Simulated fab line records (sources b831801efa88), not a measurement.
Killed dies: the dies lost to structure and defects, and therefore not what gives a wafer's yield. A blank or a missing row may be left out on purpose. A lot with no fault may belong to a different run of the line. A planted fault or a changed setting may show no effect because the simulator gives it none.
Which of the tools did it? | flow gf180mcu | 36 wafers from 12 lots sampled at 4 of the route's 602 steps

WHAT EACH GAUGE READ, for each wafer
GF_V2_CD_MEAS_14: target cd 260 nm.
lot  | measured     | on        | cd-nm (nm)
L976 | day 21 03:12 | cd-sem-02 | 258.5 258.8 259.3
L974 | day 21 05:09 | cd-sem-02 | 261.0 259.4 260.8
L978 | day 21 07:44 | cd-sem-01 | 258.7 258.9 258.4
L979 | day 21 10:10 | cd-sem-01 | 260.2 259.7 261.4
L981 | day 22 03:35 | cd-sem-02 | 261.6 260.9 261.4
L982 | day 22 06:08 | cd-sem-02 | 260.3 260.2 259.3
L983 | day 22 20:20 | cd-sem-01 | 260.6 259.9 260.0
L985 | day 23 08:44 | cd-sem-02 | 261.2 260.3 266.8
L994 | day 26 14:56 | cd-sem-02 | 260.3 259.9 261.2
L995 | day 26 21:18 | cd-sem-02 | 260.5 260.3 259.0
L996 | day 27 08:01 | cd-sem-01 | 260.9 261.0 261.3
L997 | day 27 12:04 | cd-sem-02 | 262.1 263.2 262.1

WHAT TOOL EACH LOT RAN ON (gives the tool, then ch and the chambers of the sampled wafers, and finally the start)
lot  | GF_V1_CVD_23                  | GF_V2_CMP_04                  | GF_V2_PEB_12
L976 | cvd-w-02 ch 0,1, day 19 00:51 | cmp-01 ch 0,1, day 20 04:02   | litho-track-03 ch 0, day 21 02:52
L974 | cvd-w-01 ch 0, day 19 03:15   | cmp-01 ch 0,1, day 20 06:04   | litho-track-01 ch 0, day 21 04:44
L978 | cvd-w-02 ch 1, day 19 06:28   | cmp-02 ch 0,2, day 20 09:16   | litho-track-01 ch 0, day 21 07:23
L979 | cvd-w-02 ch 0,1, day 19 08:26 | cmp-02 ch 0,1,3, day 20 11:05 | litho-track-02 ch 0, day 21 09:50
L981 | cvd-w-01 ch 0,1, day 20 04:06 | cmp-02 ch 0,1,3, day 21 04:55 | litho-track-03 ch 0, day 22 03:14
L982 | cvd-w-02 ch 0,1, day 20 07:26 | cmp-02 ch 1,2,3, day 21 07:33 | litho-track-03 ch 0, day 22 05:47
L983 | cvd-w-02 ch 0,1, day 20 21:13 | cmp-01 ch 2,3, day 21 21:34   | litho-track-01 ch 0, day 22 19:59
L985 | cvd-w-01 ch 0, day 21 10:01   | cmp-02 ch 1,3, day 22 09:40   | litho-track-03 ch 0, day 23 08:23
L994 | cvd-w-02 ch 0,1, day 24 17:32 | cmp-01 ch 0,3, day 25 17:14   | litho-track-02 ch 0, day 26 14:35
L995 | cvd-w-01 ch 0,1, day 24 23:01 | cmp-01 ch 1,2,3, day 25 22:46 | litho-track-03 ch 0, day 26 20:58
L996 | cvd-w-01 ch 0,1, day 25 09:23 | cmp-02 ch 0,2,3, day 26 09:28 | litho-track-02 ch 0, day 27 07:41
L997 | cvd-w-02 ch 0,1, day 25 14:08 | cmp-02 ch 0,1,2, day 26 13:38 | litho-track-01 ch 0, day 27 11:45
- GF_V1_CVD_23: deposits W, target thk 350 nm, time 105.05 s.
- GF_V2_CMP_04: polishes SiO2.
- GF_V2_PEB_12: peb time 90 s.

AS READ BY THE TOOLS THEMSELVES (means over the sampled wafers that have a number; for cases with no such wafer, the mark the record gives instead)
GF_V1_CVD_23.
lot  | tool     | heater-power-w (W)
L976 | cvd-w-02 | 835
L974 | cvd-w-01 | 1000
L978 | cvd-w-02 | 794
L979 | cvd-w-02 | 863
L981 | cvd-w-01 | 963
L982 | cvd-w-02 | 829
L983 | cvd-w-02 | 834
L985 | cvd-w-01 | 1016
L994 | cvd-w-02 | 884
L995 | cvd-w-01 | 957
L996 | cvd-w-01 | 944
L997 | cvd-w-02 | 845

GF_V2_CMP_04.
lot  | tool   | head-pressure-psi (psi) | motor-current-A (A) | slurry-filter-dp-kPa (kPa) | time-to-endpoint-s (s)
L976 | cmp-01 | 3.993                   | 12.6                | 13.58                      | 75
L974 | cmp-01 | 3.994                   | 12.7                | 13.57                      | 79
L978 | cmp-02 | 3.999                   | 11.6                | 13.61                      | 70
L979 | cmp-02 | 4.003                   | 13.7                | 13.53                      | 80
L981 | cmp-02 | 4.003                   | 12.8                | 13.58                      | 80
L982 | cmp-02 | 3.995                   | 13.0                | 13.59                      | 80
L983 | cmp-01 | 4.002                   | 11.4                | 13.48                      | 87
L985 | cmp-02 | 4.004                   | 13.8                | 13.61                      | 79
L994 | cmp-01 | 3.997                   | 11.2                | 13.36                      | 80
L995 | cmp-01 | 4.014                   | 11.9                | 13.60                      | 83
L996 | cmp-02 | 4.001                   | 12.8                | 13.61                      | 83
L997 | cmp-02 | 4.006                   | 12.5                | 13.46                      | 76

THE ANSWER, worked out from the rows above alone
Rule: usual is defined by the lots themselves. The widest of any qualifying gaps counts: lots, ordered by their means at a reading, are off when they make up no more than a third of the lots, leave a main group of 4 or more, and stand apart from it by 3 or more times the standard deviation of that group's means. Not used: any main group whose means are identical at the precision the tables above print for the reading. A lot without any number at a reading at which 4 lots or more have one is off too. Where the step has rows for the other lots, those lots are counted as sound. Order of review: gauges by route order, followed by the tools' own readings, for which a lot's mean as printed above is used. At the first step where some lot is off, the reading lying furthest off is the one used; lots without a number count as furthest.
Across all readings shown, no lot is off: no conclusion can be drawn from this.

WHAT THE SIMULATOR PUT IN
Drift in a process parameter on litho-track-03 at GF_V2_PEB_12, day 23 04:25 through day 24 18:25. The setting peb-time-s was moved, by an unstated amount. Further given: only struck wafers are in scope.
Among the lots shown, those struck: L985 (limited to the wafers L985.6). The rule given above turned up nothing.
